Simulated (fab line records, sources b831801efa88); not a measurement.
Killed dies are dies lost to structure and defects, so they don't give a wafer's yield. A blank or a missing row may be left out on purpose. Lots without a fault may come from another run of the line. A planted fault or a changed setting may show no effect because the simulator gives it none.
Which tool did it? | flow sky130 | 12 lots, 36 wafers sampled, at 5 steps of a route of 708

WHAT THE GAUGES READ, wafer by wafer
SKY_NWELL_OVL_MEAS_10.
lot  | measured     | on         | NWELL_00_OVL (nm)
L607 | day 5 01:40  | overlay-01 | -2.0 -1.0 -0.7
L608 | day 5 12:13  | overlay-02 | -4.3 -2.7 -2.3
L611 | day 5 17:32  | overlay-01 | -0.7 0.0 -1.1
L612 | day 6 01:17  | overlay-01 | -0.2 1.5 1.0
L613 | day 6 04:32  | overlay-02 | -3.5 -2.6 -2.4
L614 | day 6 08:44  | overlay-02 | -0.1 -0.3 0.8
L615 | day 6 19:38  | overlay-02 | -0.6 -1.5 -0.5
L622 | day 8 06:38  | overlay-02 | -2.4 -1.4 -2.5
L624 | day 8 16:29  | overlay-01 | -0.6 0.4 1.2
L627 | day 9 17:32  | overlay-02 | -3.6 -1.5 -2.5
L628 | day 9 22:49  | overlay-02 | 0.6 0.3 0.3
L629 | day 10 00:58 | overlay-01 | -0.8 -0.8 -1.8

SKY_NWELL_OVL_MEAS_23.
lot  | measured     | on         | NWELL_01_OVL (nm)
L607 | day 5 20:28  | overlay-02 | -2.7 -1.9 -3.9
L608 | day 6 06:43  | overlay-01 | -2.9 -3.0 -3.3
L611 | day 6 12:56  | overlay-02 | -2.3 -2.0 -2.3
L612 | day 6 20:19  | overlay-02 | -0.7 0.1 -1.6
L613 | day 6 23:26  | overlay-01 | -1.2 -1.7 -2.2
L614 | day 7 03:32  | overlay-01 | -1.7 0.8 0.0
L615 | day 7 15:04  | overlay-01 | 1.8 1.7 1.0
L622 | day 9 04:14  | overlay-01 | -0.5 2.1 0.2
L624 | day 9 14:22  | overlay-02 | -1.5 -0.8 0.2
L627 | day 10 16:04 | overlay-01 | -2.2 0.8 -0.1
L628 | day 10 21:59 | overlay-01 | 1.2 1.5 0.1
L629 | day 11 00:04 | overlay-02 | -2.3 -1.3 -1.2

SKY_NWELL_RS_MEAS_29: measures by four-point-probe.
lot  | measured     | on            | NWELL_RS (ohm/sq)
L607 | day 5 20:59  | film_metro-02 | 624.5 625.0 625.0
L608 | day 6 07:27  | film_metro-04 | 623.9 624.3 624.5
L611 | day 6 13:25  | film_metro-03 | 620.0 622.1 622.7
L612 | day 6 20:50  | film_metro-04 | 627.3 626.9 628.1
L613 | day 6 23:56  | film_metro-02 | 625.2 623.6 624.6
L614 | day 7 04:04  | film_metro-03 | 624.9 622.0 622.6
L615 | day 7 15:41  | film_metro-03 | 625.6 626.3 625.5
L622 | day 9 04:44  | film_metro-03 | 630.7 631.6 631.6 631.8 631.4 632.0
L624 | day 9 14:51  | film_metro-04 | 630.1 632.6 630.6 629.9 633.8 631.7
L627 | day 10 16:40 | film_metro-03 | 621.4 622.6 623.1
L628 | day 10 22:30 | film_metro-03 | 625.3 627.2 625.7
L629 | day 11 00:35 | film_metro-04 | 624.4 623.1 623.2

WHICH TOOL RAN EACH LOT (tool, then ch and the chambers of the sampled wafers, then the start)
lot  | SKY_NWELL_IMPLANT_11            | SKY_NWELL_RTA_28
L607 | implanter-01 ch 0, day 5 01:43  | rtp_anneal-02 ch 0, day 5 20:52
L608 | implanter-04 ch 0, day 5 12:15  | rtp_anneal-01 ch 0, day 6 07:21
L611 | implanter-01 ch 0, day 5 17:34  | rtp_anneal-02 ch 0, day 6 13:19
L612 | implanter-02 ch 0, day 6 01:20  | rtp_anneal-01 ch 0, day 6 20:43
L613 | implanter-02 ch 0, day 6 04:34  | rtp_anneal-02 ch 0, day 6 23:50
L614 | implanter-04 ch 0, day 6 08:50  | rtp_anneal-02 ch 0, day 7 03:58
L615 | implanter-02 ch 0, day 6 19:40  | rtp_anneal-02 ch 0, day 7 15:35
L622 | implanter-04 ch 0, day 8 06:41  | rtp_anneal-02 ch 0, day 9 04:38
L624 | implanter-04 ch 0, day 8 16:31  | rtp_anneal-02 ch 0, day 9 14:45
L627 | implanter-01 ch 0, day 9 17:34  | rtp_anneal-02 ch 0, day 10 16:28
L628 | implanter-01 ch 0, day 9 22:52  | rtp_anneal-01 ch 0, day 10 22:23
L629 | implanter-01 ch 0, day 10 01:01 | rtp_anneal-01 ch 0, day 11 00:28
- SKY_NWELL_IMPLANT_11
- SKY_NWELL_RTA_28: time 30 s.

WHAT THE TOOLS THEMSELVES READ (means of the sampled wafers that have a number; where no wafer has one, the mark that the record gives instead)
SKY_NWELL_IMPLANT_11.
lot  | tool         | beam_energy_keV
L607 | implanter-01 | 399.95
L608 | implanter-04 | 400.06
L611 | implanter-01 | 400.03
L612 | implanter-02 | 399.85
L613 | implanter-02 | 399.84
L614 | implanter-04 | 400.02
L615 | implanter-02 | 400.04
L622 | implanter-04 | 380.18
L624 | implanter-04 | 380.11
L627 | implanter-01 | 399.99
L628 | implanter-01 | 400.11
L629 | implanter-01 | 400.08

SKY_NWELL_RTA_28.
lot  | tool          | chamber_o2_ppm | lamp_power_pct (%) | ramp_up_c_per_s | wafer_temp_C_max
L607 | rtp_anneal-02 | 2.023          | 25.30              | 150.00          | 1054.4
L608 | rtp_anneal-01 | 2.004          | 25.29              | 150.01          | 1054.3
L611 | rtp_anneal-02 | 1.993          | 25.30              | 149.99          | 1055.1
L612 | rtp_anneal-01 | 2.006          | 25.24              | 150.01          | 1054.7
L613 | rtp_anneal-02 | 1.990          | 25.25              | 150.02          | 1054.3
L614 | rtp_anneal-02 | 2.003          | 25.30              | 149.98          | 1054.7
L615 | rtp_anneal-02 | 2.000          | 25.29              | 150.01          | 1054.7
L622 | rtp_anneal-02 | 1.997          | 25.30              | 150.00          | 1054.2
L624 | rtp_anneal-02 | 2.006          | 25.27              | 149.98          | 1055.7
L627 | rtp_anneal-02 | 2.018          | 25.33              | 150.01          | 1055.5
L628 | rtp_anneal-01 | 2.010          | 25.31              | 149.99          | 1055.9
L629 | rtp_anneal-01 | 1.993          | 25.31              | 150.00          | 1055.1

THE ANSWER, worked out from the rows above alone
Rule: what is usual is taken from the lots themselves. Put in order of their means at a reading, lots are off if they are a third of the lots or fewer, leave a main group of 4 or more, and stand apart from it by a gap of 3 or more times the standard deviation of the main group's means; of several such gaps the widest counts. A main group whose means are all the same, to the digits that the tables above print for the reading, isn't used. A lot without any number at a reading at which 4 lots or more have one is off too. The other lots that the step has rows for count as sound. The gauges are gone through in route order, then the tools' own readings, and for those a lot's mean is taken as printed above. The first step at which some lot is off is used, and at that step the reading that is off furthest; a lot without a number counts as furthest.
Off: L622, L624, at SKY_NWELL_IMPLANT_11 (beam_energy_keV). The main group: mean 400.00, standard deviation 0.087.
A tool fits if, at that step or a process step before it, it ran every lot that is off, and no sound lot after the first of them. One fits: implanter-04 at SKY_NWELL_IMPLANT_11. Its last sound lot is L614 (day 6 08:50), its first lot that is off L622 (day 8 06:41): a fault that began between those two fits.
The tool's own readings at SKY_NWELL_IMPLANT_11 bear it out: on the lots that are off they differ by more than 5 times the standard deviation of the sound lots' means. beam_energy_keV reads 380.14 there against 400.00 on the sound lots.

WHAT THE SIMULATOR HAD PUT IN
Process parameter drift: implanter-04, from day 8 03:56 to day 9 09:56, at SKY_NWELL_IMPLANT_11. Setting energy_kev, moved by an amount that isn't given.
Lots struck among those shown: L622, L624. The rule above found the same.
